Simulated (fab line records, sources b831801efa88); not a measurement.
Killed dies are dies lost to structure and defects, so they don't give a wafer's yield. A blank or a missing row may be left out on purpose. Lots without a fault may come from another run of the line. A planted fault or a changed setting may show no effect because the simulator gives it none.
fab line records | flow gf180mcu
record lots=5 wafers=15 last_day=32
route steps=602 shown SAB@271 SALICIDE@278 CONTACT@287
lots that met no fault: from a run of the same line without faults
start_h: hours from the record's first day to the start of the lot's first wafer shown | wait_h: hours since the lot's step before | " the same as in the row above | L1.1+2: a row that stands for several wafers | - no value, or no start given | * or withheld: withheld | < > ~ a bound
route shown NAME@n: a module of which the file shows steps, and the number in the route of the first | usual: mean/standard deviation of fault-free wafers | same: alike in all rows | chamber/n: place in a boat | sites: the reading at each site | _std_site: their standard deviation | _edge_site: outer sites' mean less inner sites' | radius_mm: how far each site lies from the wafer's centre | mask NAME#n: copy n | behind: the tool/chamber that last shaped the wafer | hold: why the lot was held/for how many hours/how that ended | device: the transistor (n, p or np) that didn't switch | end of line: the same wafers' tests at the end of the route | a step without rows: its recipe alone | killed: dies lost to structure and defects at the first sort, not the wafer's yield | map: a wafer's dies, x killed, . not, _ none there
set.NAME: the setting as run; set.NAME@STEP: as run at that earlier step | model.NAME: the simulator's own value behind a step, which no gauge read
lots at some steps of the route; a table a step, a row a wafer
services: from which hour (start_h, from the record's first day; less than 0 if before it) a tool's chamber was out of use, for how many hours, and why
## steps
# step GF_SAB_PEB_07
# recipe temp_c=withheld time_s=* resist=NOVOLAK
# usual chill_plate_temp_C=* resist_line_temp_C=*
# columns lot.wafer tool chamber start_h wait_h chill_plate_temp_C resist_line_temp_C
L074.1 litho_track-04 0 - - * *
L074.2 " 0 " " * *
L074.5 " 0 " " * *
L079.2 litho_track-04 0 - - * *
L079.5 " 0 " " * *
L079.6 " 0 " " * *
L083.1 litho_track-01 0 - - * *
L083.4 " 0 " " * *
L083.6 " 0 " " * *
L086.1 litho_track-01 0 - - * *
L086.2 " 0 " " * *
L086.4 " 0 " " * *
L088.1 litho_track-03 0 - - * *
L088.2 " 0 " " * *
L088.6 " 0 " " * *
# step GF_SAB_DEVELOP_08
# recipe develop_time_s=60 dev_temp_c=23
# usual chill_plate_temp_C=22.97/0.095 resist_line_temp_C=22.99/0.11
# columns lot.wafer tool chamber start_h wait_h chill_plate_temp_C resist_line_temp_C
L074.1 litho_track-04 0 338.87 0.1 22.98 22.82
L074.2 " 0 " " 23.05 22.85
L074.5 " 0 " " 22.81 22.85
L079.2 litho_track-04 0 382.85 0.1 22.96 23.11
L079.5 " 0 " " 22.97 23.09
L079.6 " 0 " " 22.77 23.04
L083.1 litho_track-01 0 417.55 0.1 22.91 23.02
L083.4 " 0 " " 22.81 23.01
L083.6 " 0 " " 22.92 23.02
L086.1 litho_track-01 0 441.75 0.1 22.93 22.96
L086.2 " 0 " " 22.95 22.94
L086.4 " 0 " " 22.99 23.04
L088.1 litho_track-03 0 462.62 0.1 22.91 22.95
L088.2 " 0 " " 22.87 22.90
L088.6 " 0 " " 23.01 22.88
# step GF_SAB_CD_MEAS_09
# recipe target_cd_nm=420
# usual cd_nm=419.6/2.1
# columns lot.wafer tool chamber start_h wait_h cd_nm
L074.1 cd_sem-01 - 339.02 0.1 418.8
L074.2 " - " " 420.4
L074.5 " - " " 418.7
L079.2 cd_sem-01 - 382.99 0.1 415.9
L079.5 " - " " 419.0
L079.6 " - " " 417.2
L083.1 cd_sem-01 - 417.70 0.1 422.2
L083.4 " - " " 422.2
L083.6 " - " " 423.4
L086.1 cd_sem-01 - 441.90 0.1 419.4
L086.2 " - " " 418.8
L086.4 " - " " 420.5
L088.1 cd_sem-02 - 462.77 0.1 424.1
L088.2 " - " " 425.3
L088.6 " - " " 425.8
# step GF_SAB_OVL_MEAS_10
# usual SAB_OVL=-0.2/1.5
# columns lot.wafer tool chamber start_h wait_h SAB_OVL[nm]
L074.1 overlay-01 - 339.14 0.1 0.1
L074.2 " - " " 0.4
L074.5 " - " " -1.1
L079.2 overlay-02 - 383.10 0.1 0.5
L079.5 " - " " 0.1
L079.6 " - " " -1.2
L083.1 overlay-01 - 417.82 0.1 -3.5
L083.4 " - " " -4.5
L083.6 " - " " -1.2
L086.1 overlay-01 - 442.02 0.1 0.8
L086.2 " - " " 1.9
L086.4 " - " " 2.2
L088.1 overlay-01 - 462.89 0.1 -2.4
L088.2 " - " " 1.4
L088.6 " - " " 1.1
# step GF_SAB_ETCH_11
# recipe chemistry=C4F8/O2/Ar mask_material=NOVOLAK target=SiO2 target_depth_nm=55 source_w=1500 bias_w=1200 pressure_mtorr=40 c4f8_flow_sccm=withheld O2_flow_sccm=6 Ar_flow_sccm=300 time_s=8.5
# usual oes_product_au=0.999/0.0092
# columns lot.wafer tool chamber start_h wait_h oes_product_au rf_hours_counter_h
L074.1 rie_diel-03 2 339.18 0.0 1.003 75
L074.2 " 1 " " 0.999 3
L074.5 " 2 " " 0.998 -
L079.2 rie_diel-01 2 383.13 0.0 1.007 14
L079.5 " 1 " " 1.014 -
L079.6 " 2 " " 0.990 -
L083.1 rie_diel-04 3 417.86 0.0 0.998 57
L083.4 " 0 " " 1.011 93
L083.6 " 2 " " 1.003 -
L086.1 rie_diel-04 2 442.06 0.0 1.008 17
L086.2 " 1 " " 0.983 13
L086.4 " 3 " " 1.001 57
L088.1 rie_diel-01 2 462.92 0.0 1.001 17
L088.2 " 1 " " 1.008 31
L088.6 " 0 " " 1.014 -
# step GF_SAB_WET_ETCH_12
# recipe chemistry=dHF target_depth_nm=22 dry=n2_spin target=SiO2 temp_c=25 dilution=100:1 time_s=440
# columns lot.wafer tool chamber start_h wait_h
L074.1+2+5 wet_bench-03 2 339.20 0.0
L079.2+5+6 wet_bench-02 1 383.15 0.0
L083.1+4+6 wet_bench-03 2 417.88 0.0
L086.1+2+4 wet_bench-01 2 442.08 0.0
L088.1+2+6 wet_bench-03 1 462.94 0.0
# step GF_SAB_STRIP_13
# recipe chemistry=O2/N2 power_w=1400 pressure_mtorr=1500 platen_temp_c=250 o2_flow_sccm=3000 n2_flow_sccm=300 overash_fraction=0.5
# usual drypump_motor_current_A=5.89/0.27 heater_power_w=358/28 oes_product_au=0.710/0.0049 strip_time_to_endpoint_s=12.63/0.032
# same overash_fraction=0.5
# columns lot.wafer tool chamber start_h wait_h drypump_motor_current_A heater_power_w oes_product_au rf_hours_counter_h strip_time_to_endpoint_s
L074.1 plasma_asher-04 1 339.33 0.0 5.59 363 0.712 23 12.62
L074.2 " 0 " " 6.13 395 0.709 23 12.63
L074.5 " 1 " " 5.57 358 0.705 - 12.59
L079.2 plasma_asher-03 1 383.29 0.0 6.26 346 0.714 51 12.61
L079.5 " 0 " " 5.71 359 0.705 - 12.64
L079.6 " 1 " " 6.25 357 0.719 - 12.61
L083.1 plasma_asher-04 1 418.01 0.0 5.58 358 0.710 32 12.62
L083.4 " 0 " " 6.13 381 0.707 - 12.64
L083.6 " 0 " " 6.13 401 0.716 - 12.66
L086.1 plasma_asher-04 1 442.21 0.0 5.59 364 0.718 35 12.62
L086.2 " 0 " " 6.13 384 0.708 35 12.63
L086.4 " 1 " " 5.58 362 0.711 - 12.63
L088.1 plasma_asher-04 0 463.07 0.0 6.14 381 0.700 38 12.62
L088.2 " 1 " " 5.61 360 0.701 38 12.61
L088.6 " 1 " " 5.59 371 0.707 - 12.60
# step GF_SALICIDE_CLEAN_00
# recipe chemistry=SC1/SC2 mix=1:4:20 temp_c=70 time_s=150
# columns lot.wafer tool chamber start_h wait_h
L074.1+2+5 wet_bench-04 0 339.43 0.1
L079.2+5+6 wet_bench-04 0 383.39 0.1
L083.1+4+6 wet_bench-03 2 418.11 0.1
L086.1+2+4 wet_bench-03 0 442.31 0.1
L088.1+2+6 wet_bench-01 3 463.17 0.1
# step GF_SALICIDE_WET_ETCH_01
# recipe chemistry=dHF target_depth_nm=5 dry=ipa_marangoni target=SiO2 temp_c=25 dilution=100:1 time_s=100
# columns lot.wafer tool chamber start_h wait_h
L074.1+2+5 wet_bench-03 2 339.48 0.0
L079.2+5+6 wet_bench-01 1 383.44 0.0
L083.1+4+6 wet_bench-04 2 418.16 0.0
L086.1+2+4 wet_bench-04 0 442.36 0.0
L088.1+2+6 wet_bench-03 2 463.23 0.0
# step GF_SALICIDE_SPUTTER_02
# recipe material=Co target_thk_nm=10 power_w=1000 time_s=20 chamber_pressure_pa=0.4
# usual cathode_dc_power_W=1000.0/0.18 throttle_valve_pct=30.3/0.85
# columns lot.wafer tool chamber start_h wait_h cathode_dc_power_W throttle_valve_pct
L074.1 pvd_sputter-01 - 339.51 0.0 999.87 31.2
L074.2 " - " " 999.97 30.0
L074.5 " - " " 999.68 30.4
L079.2 pvd_sputter-03 - 383.48 0.0 1000.1 29.1
L079.5 " - " " 999.71 31.8
L079.6 " - " " 1000.2 28.8
L083.1 pvd_sputter-01 - 418.19 0.0 1000.1 30.2
L083.4 " - " " 1000.2 30.1
L083.6 " - " " 1000.0 30.0
L086.1 pvd_sputter-03 - 442.40 0.0 999.79 28.9
L086.2 " - " " 1000.1 31.7
L086.4 " - " " 1000.2 28.9
L088.1 pvd_sputter-01 - 463.26 0.0 999.72 30.1
L088.2 " - " " 1000.1 31.3
L088.6 " - " " 999.81 30.5
# step GF_SALICIDE_SPUTTER_03
# recipe material=TiN target_thk_nm=20 power_w=6500 time_s=16.7 chamber_pressure_pa=0.4
# usual cathode_dc_power_W=6500.0/1.1 throttle_valve_pct=30.3/0.84
# columns lot.wafer tool chamber start_h wait_h cathode_dc_power_W throttle_valve_pct
L074.1 pvd_sputter-01 - 339.54 0.0 6501.2 31.2
L074.2 " - " " 6501.1 30.5
L074.5 " - " " 6501.1 30.2
L079.2 pvd_sputter-03 - 383.51 0.0 6500.6 29.4
L079.5 " - " " 6500.3 31.5
L079.6 " - " " 6501.2 28.8
L083.1 pvd_sputter-01 - 418.22 0.0 6499.9 30.4
L083.4 " - " " 6500.2 30.0
L083.6 " - " " 6499.7 30.0
L086.1 pvd_sputter-03 - 442.42 0.0 6499.7 29.2
L086.2 " - " " 6499.2 31.6
L086.4 " - " " 6500.1 29.4
L088.1 pvd_sputter-01 - 463.29 0.0 6500.3 30.4
L088.2 " - " " 6498.9 30.9
L088.6 " - " " 6499.3 30.4
# step GF_SALICIDE_RS_MEAS_04
# recipe thk_meas_gauge=four-point-probe reads=TiN_of_SALICIDE_SPUTTER_03+Co_of_SALICIDE_SPUTTER_02
# usual SALICIDE_TIN_RS=16.3/0.33
# columns lot.wafer tool chamber start_h wait_h SALICIDE_TIN_RS[ohm/sq]
L074.1 film_metro-02 - 339.64 0.1 16.2
L074.2 " - " " 16.1
L074.5 " - " " 15.9
L079.2 film_metro-02 - 383.55 0.0 16.4
L079.5 " - " " 16.7
L079.6 " - " " 16.5
L083.1 film_metro-03 - 418.25 0.0 16.6
L083.4 " - " " 16.3
L083.6 " - " " 16.6
L086.1 film_metro-04 - 442.45 0.0 16.4
L086.2 " - " " 16.5
L086.4 " - " " 15.9
L088.1 film_metro-04 - 463.32 0.0 16.6
L088.2 " - " " 16.3
L088.6 " - " " 16.5
# step GF_SALICIDE_THK_MEAS_05
# recipe thk_meas_gauge=xrf reads=TiN_of_SALICIDE_SPUTTER_03
# usual SALICIDE_TIN_THK=20.31/0.27
# columns lot.wafer tool chamber start_h wait_h SALICIDE_TIN_THK[nm]
L074.1 film_metro-02 - 339.76 0.1 20.23
L074.2 " - " " 20.26
L074.5 " - " " 20.32
L079.2 film_metro-02 - 383.66 0.1 20.56
L079.5 " - " " 20.75
L079.6 " - " " 20.58
L083.1 film_metro-03 - 418.37 0.1 20.13
L083.4 " - " " 20.12
L083.6 " - " " 19.81
L086.1 film_metro-04 - 442.57 0.1 20.71
L086.2 " - " " 20.75
L086.4 " - " " 20.81
L088.1 film_metro-04 - 463.44 0.1 20.04
L088.2 " - " " 19.87
L088.6 " - " " 20.14
# step GF_SALICIDE_RTA_06
# recipe temp_c=530 time_s=30 ambient=N2
# usual lamp_power_pct=6.26/0.091 wafer_temp_C_max=532.0/0.7
# columns lot.wafer tool chamber start_h wait_h lamp_power_pct wafer_temp_C_max
L074.1 rtp_anneal-02 0 339.82 0.1 6.17 531.2
L074.2 " 0 " " 6.17 531.6
L074.5 " 0 " " 6.17 532.1
L079.2 rtp_anneal-01 0 383.73 0.1 6.36 532.8
L079.5 " 0 " " 6.35 532.7
L079.6 " 0 " " 6.36 533.0
L083.1 rtp_anneal-01 0 418.43 0.1 6.36 532.9
L083.4 " 0 " " 6.36 532.8
L083.6 " 0 " " 6.36 532.2
L086.1 rtp_anneal-01 0 442.63 0.1 6.36 532.9
L086.2 " 0 " " 6.35 533.4
L086.4 " 0 " " 6.37 532.7
L088.1 rtp_anneal-02 0 463.50 0.1 6.17 531.6
L088.2 " 0 " " 6.17 531.5
L088.6 " 0 " " 6.17 531.5
# step GF_SALICIDE_WET_ETCH_07
# recipe chemistry=SPM target_depth_nm=120 dry=n2_spin
# columns lot.wafer tool chamber start_h wait_h
L074.1+2+5 wet_bench-01 2 339.92 0.1
L079.2+5+6 wet_bench-03 1 383.81 0.1
L083.1+4+6 wet_bench-01 3 418.53 0.1
L086.1+2+4 wet_bench-03 3 442.73 0.1
L088.1+2+6 wet_bench-04 0 463.60 0.1
# step GF_SALICIDE_RTA_08
# recipe temp_c=800 time_s=30 ambient=N2
# usual lamp_power_pct=17.38/0.25 wafer_temp_C_max=803.0/1.2
# columns lot.wafer tool chamber start_h wait_h lamp_power_pct wafer_temp_C_max
L074.1 rtp_anneal-01 0 340.02 0.0 17.68 804.0
L074.2 " 0 " " 17.65 804.9
L074.5 " 0 " " 17.67 805.2
L079.2 rtp_anneal-02 0 383.93 0.0 17.13 802.2
L079.5 " 0 " " 17.17 801.9
L079.6 " 0 " " 17.11 802.9
L083.1 rtp_anneal-02 0 418.63 0.0 17.16 801.6
L083.4 " 0 " " 17.17 802.1
L083.6 " 0 " " 17.14 803.2
L086.1 rtp_anneal-02 0 442.82 0.0 17.13 802.6
L086.2 " 0 " " 17.14 802.8
L086.4 " 0 " " 17.16 802.7
L088.1 rtp_anneal-01 0 463.69 0.0 17.67 804.2
L088.2 " 0 " " 17.65 804.0
L088.6 " 0 " " 17.67 803.9
# step GF_CONTACT_CVD_00
# recipe material=SiO2 target_thk_nm=300 sigma_open_frac=0.3 temp_c=400 time_s=50 sih4_flow_sccm=60 pressure_mtorr=6
# usual susceptor_temp_C=400.00/0.22
# columns lot.wafer tool chamber start_h wait_h susceptor_temp_C
L074.1 hdpcvd-01 2 340.12 0.1 399.70
L074.2 " 1 " " 399.90
L074.5 " 1 " " 400.05
L079.2 hdpcvd-02 1 384.01 0.1 399.76
L079.5 " 1 " " 400.03
L079.6 " 2 " " 400.45
L083.1 hdpcvd-02 1 418.73 0.1 399.91
L083.4 " 2 " " 399.90
L083.6 " 0 " " 399.78
L086.1 hdpcvd-02 0 442.92 0.1 399.77
L086.2 " 2 " " 400.20
L086.4 " 2 " " 400.10
L088.1 hdpcvd-01 1 463.79 0.1 399.78
L088.2 " 0 " " 400.20
L088.6 " 1 " " 400.16
# step GF_CONTACT_THK_MEAS_01
# recipe reads=SiO2_of_CONTACT_CVD_00
# usual CONTACT_CVD_00_THK=300.3/2.7
# columns lot.wafer tool chamber start_h wait_h CONTACT_CVD_00_THK[nm]
L074.1 film_metro-02 - 340.19 0.1 301.1
L074.2 " - " " 299.9
L074.5 " - " " 296.6
L079.2 film_metro-02 - 384.07 0.0 296.8
L079.5 " - " " 296.7
L079.6 " - " " 294.6
L083.1 film_metro-02 - 418.77 0.0 297.0
L083.4 " - " " 298.4
L083.6 " - " " 300.1
L086.1 film_metro-04 - 442.97 0.0 303.0
L086.2 " - " " 300.9
L086.4 " - " " 299.1
L088.1 film_metro-04 - 463.83 0.0 301.8
L088.2 " - " " 299.5
L088.6 " - " " 297.6
# step GF_CONTACT_CVD_02
# recipe material=SiO2 target_thk_nm=860 precursor=TEOS temp_c=400 time_s=95.992 rf_w=600
# usual heater_power_w=669/120 susceptor_temp_C=400.02/0.23
# columns lot.wafer tool chamber start_h wait_h heater_power_w susceptor_temp_C
L074.1 pecvd-01 2 340.25 0.1 500 400.31
L074.2 " 1 " " 733 400.08
L074.5 " 1 " " 781 399.47
L079.2 pecvd-01 1 384.12 0.0 802 400.21
L079.5 " 1 " " 841 400.30
L079.6 " 0 " " 724 399.99
L083.1 pecvd-02 0 418.83 0.1 601 399.63
L083.4 " 2 " " 557 399.85
L083.6 " 1 " " 832 400.25
L086.1 pecvd-02 2 443.03 0.1 589 400.11
L086.2 " 0 " " 604 400.24
L086.4 " 1 " " 801 399.99
L088.1 pecvd-02 2 463.89 0.1 583 400.16
L088.2 " 0 " " 624 400.15
L088.6 " 2 " " 605 400.14
# step GF_CONTACT_THK_MEAS_03
# recipe reads=SiO2_of_CONTACT_CVD_02
# usual CONTACT_CVD_02_THK=854/11
# columns lot.wafer tool chamber start_h wait_h CONTACT_CVD_02_THK[nm]
L074.1 film_metro-02 - 340.32 0.0 852
L074.2 " - " " 848
L074.5 " - " " 849
L079.2 film_metro-01 - 384.20 0.0 852
L079.5 " - " " 882
L079.6 " - " " 876
L083.1 film_metro-04 - 418.90 0.0 852
L083.4 " - " " 847
L083.6 " - " " 872
L086.1 film_metro-04 - 443.10 0.0 834
L086.2 " - " " 842
L086.4 " - " " 863
L088.1 film_metro-02 - 463.96 0.0 834
L088.2 " - " " 844
L088.6 " - " " 844
# step GF_CONTACT_CMP_04
# recipe material=SiO2 down_force_psi=4 platen_rpm=60 pad_velocity_m_s=0.94248
# usual motor_current_A=12.5/0.96 time_to_endpoint_s=111/6.1
# columns lot.wafer tool chamber start_h wait_h motor_current_A time_to_endpoint_s
L074.2 cmp-01 3 340.38 0.0 13.5 113
L074.1 " 2 " " 12.7 112
L074.5 " 3 " " 13.0 113
L079.2 cmp-01 2 384.40 0.2 12.9 113
L079.5 " 3 " " 12.9 124
L079.6 " 0 " " 12.2 116
L083.4 cmp-01 2 419.06 0.1 12.7 104
L083.1 " 3 " " 13.5 108
L083.6 " 1 " " 13.1 107
L086.1 cmp-01 2 443.21 0.1 12.6 103
L086.4 " 3 " " 13.4 116
L086.2 " 0 " " 12.2 100
L088.2 cmp-02 1 464.02 0.0 10.2 103
L088.1 " 3 " " 11.1 112
L088.6 " 2 " " 11.6 108
# step GF_CONTACT_BOW_MEAS_05
# recipe mode=bow
# usual CONTACT_BOW=65/7.1
# columns lot.wafer tool chamber start_h wait_h CONTACT_BOW[um]
L074.1 film_metro-04 - 340.68 0.1 62
L074.2 " - " " 54
L074.5 " - " " 63
L079.2 film_metro-04 - 384.57 0.1 65
L079.5 " - " " 71
L079.6 " - " " 63
L083.1 film_metro-01 - 419.26 0.1 71
L083.4 " - " " 65
L083.6 " - " " 57
L086.1 film_metro-01 - 443.46 0.2 59
L086.2 " - " " 64
L086.4 " - " " 41
L088.1 film_metro-01 - 464.32 0.1 74
L088.2 " - " " 57
L088.6 " - " " 62
# step GF_CONTACT_DEHYDRATE_06
# recipe temp_c=200 time_s=60
# usual chill_plate_temp_C=23.03/0.095 plate_temp_C=200.00/0.16 resist_line_temp_C=23.00/0.12
# columns lot.wafer tool chamber start_h wait_h chill_plate_temp_C plate_temp_C resist_line_temp_C
L074.1 litho_track-02 0 350.40 9.7 23.01 199.74 22.93
L074.2 " 0 " " 23.03 199.94 23.01
L074.5 " 0 " " 23.15 199.84 22.98
L079.2 litho_track-02 0 395.67 11.1 22.92 200.07 23.24
L079.5 " 0 " " 23.00 200.41 22.93
L079.6 " 0 " " 22.92 200.06 23.08
L083.1 litho_track-02 0 430.70 11.4 23.26 200.06 22.86
L083.4 " 0 " " 23.11 200.27 23.00
L083.6 " 0 " " 23.20 200.26 23.02
L086.1 litho_track-03 0 455.12 11.6 22.93 199.57 23.10
L086.2 " 0 " " 22.87 200.10 23.03
L086.4 " 0 " " 22.89 199.88 23.02
L088.1 litho_track-02 0 476.10 11.8 23.25 200.09 23.13
L088.2 " 0 " " 23.20 200.07 22.98
L088.6 " 0 " " 22.90 200.15 23.16
# step GF_CONTACT_HMDS_07
# recipe prime_time_s=60 prime_temp_c=120
# usual chill_plate_temp_C=23.00/0.1 resist_line_temp_C=22.97/0.11
# same prime_time_s=60
# columns lot.wafer tool chamber start_h wait_h chill_plate_temp_C resist_line_temp_C
L074.1 litho_track-02 0 350.55 0.1 22.98 23.07
L074.2 " 0 " " 23.00 23.03
L074.5 " 0 " " 22.97 22.96
L079.2 litho_track-02 0 395.82 0.1 22.89 22.87
L079.5 " 0 " " 22.86 23.07
L079.6 " 0 " " 23.02 23.08
L083.1 litho_track-02 0 430.85 0.1 23.09 22.81
L083.4 " 0 " " 23.11 22.93
L083.6 " 0 " " 23.12 23.04
L086.1 litho_track-03 0 455.27 0.1 22.94 23.12
L086.2 " 0 " " 23.02 23.13
L086.4 " 0 " " 22.95 22.94
L088.1 litho_track-02 0 476.25 0.1 22.96 22.97
L088.2 " 0 " " 23.01 22.84
L088.6 " 0 " " 22.89 23.03
# step GF_CONTACT_COAT_08
# recipe resist=BARC temp_c=withheld time_s=withheld spin_rpm=withheld resist_thk_nm=withheld
# usual chill_plate_temp_C=* resist_line_temp_C=*
# columns lot.wafer tool chamber start_h wait_h chill_plate_temp_C resist_line_temp_C
L074.1 litho_track-02 0 350.70 0.1 * *
L074.2 " 0 " " * *
L074.5 " 0 " " * *
L079.2 litho_track-02 0 395.97 0.1 * *
L079.5 " 0 " " * *
L079.6 " 0 " " * *
L083.1 litho_track-02 0 431.00 0.1 * *
L083.4 " 0 " " * *
L083.6 " 0 " " * *
L086.1 litho_track-03 0 455.42 0.1 * *
L086.2 " 0 " " * *
L086.4 " 0 " " * *
L088.1 litho_track-02 0 476.40 0.1 * *
L088.2 " 0 " " * *
L088.6 " 0 " " * *
# step GF_CONTACT_COAT_09
# recipe resist=KrF spin_rpm=withheld resist_thk_nm=1000
# usual chill_plate_temp_C=22.99/0.099 resist_line_temp_C=23.03/0.1
# columns lot.wafer tool chamber start_h wait_h chill_plate_temp_C resist_line_temp_C
L074.1 litho_track-02 0 - - 23.03 23.06
L074.2 " 0 " " 22.98 22.96
L074.5 " 0 " " 22.99 22.99
L079.2 litho_track-02 0 - - 22.96 22.95
L079.5 " 0 " " 23.08 23.20
L079.6 " 0 " " 22.97 22.96
L083.1 litho_track-02 0 - - 23.03 22.95
L083.4 " 0 " " 23.09 22.94
L083.6 " 0 " " 23.13 23.02
L086.1 litho_track-03 0 - - 22.95 23.01
L086.2 " 0 " " 23.25 22.99
L086.4 " 0 " " 23.19 23.03
L088.1 litho_track-02 0 - - 23.09 23.12
L088.2 " 0 " " 23.04 23.06
L088.6 " 0 " " 23.04 23.19
# step GF_CONTACT_SOFTBAKE_10
# recipe temp_c=130 time_s=60 resist=KrF
# usual chill_plate_temp_C=23.01/0.096 plate_temp_C=129.99/0.14 resist_line_temp_C=22.99/0.092
# columns lot.wafer tool chamber start_h wait_h chill_plate_temp_C plate_temp_C resist_line_temp_C
L074.1 litho_track-02 0 - - 22.98 130.10 23.00
L074.2 " 0 " " 23.02 129.79 23.06
L074.5 " 0 " " 22.89 129.81 23.06
L079.2 litho_track-02 0 - - 22.96 129.99 22.78
L079.5 " 0 " " 23.05 130.00 22.96
L079.6 " 0 " " 23.12 129.87 23.02
L083.1 litho_track-02 0 - - 23.00 129.89 23.05
L083.4 " 0 " " 23.10 129.86 23.19
L083.6 " 0 " " 23.12 129.90 23.03
L086.1 litho_track-03 0 - - 22.96 130.24 22.95
L086.2 " 0 " " 23.20 129.93 23.08
L086.4 " 0 " " 23.11 130.09 22.99
L088.1 litho_track-02 0 - - 23.07 129.91 23.02
L088.2 " 0 " " 22.97 130.10 22.92
L088.6 " 0 " " 22.84 130.09 23.02
# step GF_CONTACT_EXPOSE_11
# recipe mask_id=Contact target_cd_nm=220 na=0.68 source_shape=conventional sigma_outer=0.6 dose_mj=38
# columns lot.wafer tool chamber start_h wait_h mask
L074.1+2+5 krf_scanner-02 0 - - Contact#0
L079.2+5+6 krf_scanner-02 0 - - Contact#0
L083.1+4+6 krf_scanner-02 0 - - Contact#0
L086.1+2+4 krf_scanner-02 0 - - Contact#0
L088.1+2+6 krf_scanner-02 0 - - Contact#0
# step GF_CONTACT_PEB_12
# recipe peb_temp_c=135 peb_time_s=90 resist=KrF
# usual chill_plate_temp_C=22.98/0.12 plate_temp_C=135.00/0.11 resist_line_temp_C=23.00/0.12
# columns lot.wafer tool chamber start_h wait_h chill_plate_temp_C plate_temp_C resist_line_temp_C
L074.1 litho_track-03 0 - - 23.11 134.99 23.10
L074.2 " 0 " " 23.11 134.99 23.06
L074.5 " 0 " " 23.10 135.13 23.25
L079.2 litho_track-02 0 - - 22.91 135.04 22.95
L079.5 " 0 " " 23.03 134.95 22.93
L079.6 " 0 " " 23.08 134.95 23.01
L083.1 litho_track-03 0 - - 23.09 134.86 22.88
L083.4 " 0 " " 23.14 134.76 22.90
L083.6 " 0 " " 22.98 134.76 22.90
L086.1 litho_track-02 0 - - 22.97 134.91 22.71
L086.2 " 0 " " 23.03 135.15 22.80
L086.4 " 0 " " 23.00 135.05 22.70
L088.1 litho_track-02 0 - - 22.84 134.98 23.21
L088.2 " 0 " " 22.94 134.92 22.99
L088.6 " 0 " " 22.94 134.99 22.97
# step GF_CONTACT_DEVELOP_13
# recipe develop_time_s=60 resist=KrF dev_temp_c=21
# usual chill_plate_temp_C=23.01/0.091 resist_line_temp_C=23.01/0.1
# columns lot.wafer tool chamber start_h wait_h chill_plate_temp_C resist_line_temp_C
L074.1 litho_track-03 0 361.97 0.2 22.98 22.83
L074.2 " 0 " " 22.98 22.99
L074.5 " 0 " " 23.08 22.90
L079.2 litho_track-02 0 408.07 0.2 22.91 23.07
L079.5 " 0 " " 22.69 23.04
L079.6 " 0 " " 22.88 23.14
L083.1 litho_track-03 0 443.57 0.2 22.98 23.14
L083.4 " 0 " " 22.98 23.04
L083.6 " 0 " " 22.98 23.06
L086.1 litho_track-02 0 467.85 0.2 23.06 22.94
L086.2 " 0 " " 22.89 23.03
L086.4 " 0 " " 23.02 23.09
L088.1 litho_track-02 0 488.50 0.2 23.04 23.01
L088.2 " 0 " " 23.10 22.99
L088.6 " 0 " " 23.05 22.83
# step GF_CONTACT_CD_MEAS_14
# recipe target_cd_nm=220
# usual cd_nm=219.5/1.4
# columns lot.wafer tool chamber start_h wait_h cd_nm
L074.1 cd_sem-02 - 362.12 0.1 220.6
L074.2 " - " " 221.1
L074.5 " - " " 221.3
L079.2 cd_sem-01 - 408.22 0.1 218.7
L079.5 " - " " 218.9
L079.6 " - " " 218.8
L083.1 cd_sem-02 - 443.72 0.1 218.1
L083.4 " - " " 218.6
L083.6 " - " " 219.0
L086.1 cd_sem-02 - 468.00 0.1 222.0
L086.2 " - " " 219.3
L086.4 " - " " 219.1
L088.1 cd_sem-01 - 488.65 0.1 219.4
L088.2 " - " " 218.4
L088.6 " - " " 219.5
# step GF_CONTACT_OVL_MEAS_15
# usual CONTACT_OVL=1/4.7
# columns lot.wafer tool chamber start_h wait_h CONTACT_OVL[nm]
L074.1 overlay-02 - 362.24 0.1 -3
L074.2 " - " " 5
L074.5 " - " " -8
L079.2 overlay-02 - 408.32 0.1 1
L079.5 " - " " -1
L079.6 " - " " 3
L083.1 overlay-02 - 443.84 0.1 7
L083.4 " - " " 12
L083.6 " - " " 11
L086.1 overlay-01 - 468.12 0.1 -3
L086.2 " - " " 6
L086.4 " - " " 1
L088.1 overlay-02 - 488.77 0.1 6
L088.2 " - " " -1
L088.6 " - " " 1
# step GF_CONTACT_ETCH_16
# recipe chemistry=N2/H2 target_depth_a=withheld overetch_a=withheld time_s=withheld target=BARC ion_energy_ev=200 source_w=500 bias_w=100 pressure_mtorr=30 n2_flow_sccm=100 h2_flow_sccm=200
# usual drypump_motor_current_A=5.8/0.62 oes_product_au=0.854/0.0043 throttle_valve_pct=13.225/0.0093
# columns lot.wafer tool chamber start_h wait_h drypump_motor_current_A oes_product_au throttle_valve_pct
L074.1 rie_diel-04 1 362.27 0.0 6.6 0.857 13.236
L074.2 " 3 " " 6.4 0.853 13.217
L074.5 " 1 " " 6.6 0.860 13.213
L079.2 rie_diel-04 1 408.35 0.0 6.6 0.853 13.211
L079.5 " 3 " " 6.5 0.855 13.225
L079.6 " 2 " " 6.1 0.856 13.224
L083.1 rie_diel-02 1 443.87 0.0 5.1 0.855 13.214
L083.4 " 3 " " 5.4 0.853 13.213
L083.6 " 0 " " 6.3 0.849 13.236
L086.1 rie_diel-01 2 468.15 0.0 6.1 0.856 13.224
L086.2 " 0 " " 6.4 0.855 13.229
L086.4 " 3 " " 5.8 0.851 13.228
L088.1 rie_diel-04 2 488.80 0.0 6.1 0.842 13.221
L088.2 " 0 " " 5.0 0.861 13.221
L088.6 " 3 " " 6.4 0.841 13.217
## services
# columns tool chamber start_h hours kind
rie_diel-01 2 322.99 3.1 repair
pecvd-01 - 327.14 1.0 repair
krf_scanner-02 - 328.29 0.8 pm
wet_bench-01 - 334.52 1.6 repair
rie_diel-04 2 348.50 3.7 repair
hdpcvd-01 0 349.76 5.7 repair
rtp_anneal-01 - 361.11 6.5 pm
hdpcvd-02 - 368.26 1.2 repair
krf_scanner-02 - 382.82 1.3 pm
cmp-01 - 389.58 3.7 pm
rie_diel-01 3 390.52 5.9 repair
cmp-01 - 404.00 4.0 pm
rie_diel-01 3 405.72 3.0 repair
krf_scanner-02 - 415.56 1.0 pm
krf_scanner-02 - 429.83 0.6 repair
rie_diel-01 0 438.34 10.0 repair
rie_diel-01 0 452.06 3.3 repair
pvd_sputter-01 - 455.62 0.8 repair
cmp-01 - 462.89 2.6 repair
hdpcvd-02 0 467.11 2.7 repair
pvd_sputter-01 - 469.35 1.5 repair
krf_scanner-02 - 477.17 0.8 repair
hdpcvd-02 0 486.83 7.9 repair
wet_bench-03 - 487.04 1.9 repair
## key
fault none
